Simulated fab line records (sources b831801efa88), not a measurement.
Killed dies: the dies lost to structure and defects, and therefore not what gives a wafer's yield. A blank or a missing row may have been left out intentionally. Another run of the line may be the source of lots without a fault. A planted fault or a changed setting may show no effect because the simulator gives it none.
A struck lot beside a sound one | flow gf180mcu | 18 out of 602 route steps
Sound: the wafers L709.3, L709.4, L709.5. Struck: wafer L707.6. (L707.1, L707.3 of the same lot were not struck and are left out.) The cause comes at the end.
Per side, at each step with rows, come the tool, then ch with its chambers, and then its first start. Under that, the readings that differ: sound wafers | struck wafers | difference of the means | sigmas: that difference in standard deviations of wafers without a fault.
alike: words and numbers the same on both sides, and readings whose means are apart by under 2 such deviations; not compared: readings that were withheld, readings missing a value for some wafer, numbers with overlapping values and no deviation given by the record, and bounds like >300 which may hide the same value.
The two part at a step that has a row with sigmas, a row that says differs or no value, or rows on one side only. Non-overlapping numbers with no deviation appear without sigmas and do not part them. A reading missing from all wafers of one side parts the sides only when that side holds two or more wafers.

first, 3 steps without rows for these wafers: GF_V3_EXPOSE_11 (exposes mask Via3, target cd 260 nm); GF_V3_PEB_12 (peb time 90 s); GF_V3_DEVELOP_13 (develop time 60 s).
GF_V3_CD_MEAS_14: the cd target is 260 nm.
  struck on cd sem-02, day 27 21:22; sound on cd sem-01, day 28 07:16
  alike: cd nm
GF_V3_OVL_MEAS_15:
  struck on overlay-01, day 27 21:29; sound on overlay-01, day 28 07:21
  alike: V3_OVL
GF_V3_ETCH_16: etches BARC in N2/H2.
  sound on rie diel-03 ch 0,3, day 28 07:23; struck on rie diel-01 ch 2, day 27 21:31
  reading                     | sound       | struck | difference | sigmas
  drypump motor current A (A) | 5.7 4.8 5.7 | 6.3    | +0.9       | +2
  alike: n2 flow sccm, oes product au, throttle valve pct
GF_V3_ETCH_17: etches SiO2 in C4F8/O2/Ar, stops on TiN, target depth 635 nm.
  sound on rie diel-03 ch 0,3; struck on rie diel-01 ch 2
  alike: oes product au
GF_V3_STRIP_18: strips in O2/N2.
  sound on plasma asher-01 ch 0,1, day 28 07:36; struck on plasma asher-04 ch 1, day 27 21:39
  alike: drypump motor current A, heater power w, n2 flow sccm, oes product au
  not compared: rf hours counter h
then, 3 steps without rows for these wafers: GF_V3_STRIP_19 (strips in post etch residue remover, time 1200 s); GF_V3_CLEAN_20 (cleans in DIW); GF_V3_SPUTTER_21 (material Ti, target thk 15 nm, time 80.02 s).
GF_V3_SPUTTER_22: material TiN, target thk 10 nm, time 40 s.
  struck on pvd sputter-02, day 27 22:15; sound on pvd sputter-03, day 28 08:10
  alike: throttle valve pct
GF_V3_CVD_23: deposits W, target thk 350 nm, time 104.9 s.
  sound on cvd w-02 ch 0,1, day 28 08:14; struck on cvd w-01 ch 0, day 27 22:17
  reading                          | sound             | struck | difference | sigmas
  heater power w (W)               | 912 943 932       | 1108   | +179       | +3
  model.W_of_V3_CVD_23.thk nm (nm) | 352.3 347.1 348.4 | 244.3  | -105.0     |
  not compared: since wet clean h
GF_V3_RS_MEAS_24: measures by four-point-probe.
  struck on film metro-02, day 27 22:41; sound on film metro-04, day 28 08:21
  reading          | sound                | struck | difference | sigmas
  V3_W_RS (ohm/sq) | 0.3247 0.3295 0.3286 | 0.4707 | +0.1431    | +51
  not compared: hold
GF_V3_THK_MEAS_25: measures by xrf.
  struck on film metro-02, day 28 01:24; sound on film metro-04, day 28 08:27
  reading       | sound       | struck | difference | sigmas
  V3_W_THK (nm) | 341 336 336 | 235    | -103       | -29
  not compared: hold
GF_V3_CMP_26: polishes, stops on SiO2, t overpolish 15 s, target thk 0 nm.
  sound on cmp-02 ch 0,2,3, day 28 08:29; struck on cmp-01 ch 0, day 28 05:31
  reading                | sound    | struck                   | difference                   | sigmas
  hold                   | - - -    | await dispo/3.9h/release | no value on the sound wafers |
  time to endpoint s (s) | 93 82 91 | 57                       | -32                          | -9
  alike: motor current A
GF_M4_SPUTTER_00: material Ti, target thk 37.5 nm, time 150 s.
  struck on pvd sputter-04, day 28 05:46; sound on pvd sputter-04, day 28 08:47
  alike: throttle valve pct
after that, 1 step had no rows for these wafers: GF_PASSIVATION_PROBE_99.

WHERE THEY PART
Earliest at GF_V3_ETCH_16; latest, in this record, at GF_V3_CMP_26. Later steps at which nothing parts them and some readings are alike: GF_M4_SPUTTER_00.

WHY: the cause the simulator had injected
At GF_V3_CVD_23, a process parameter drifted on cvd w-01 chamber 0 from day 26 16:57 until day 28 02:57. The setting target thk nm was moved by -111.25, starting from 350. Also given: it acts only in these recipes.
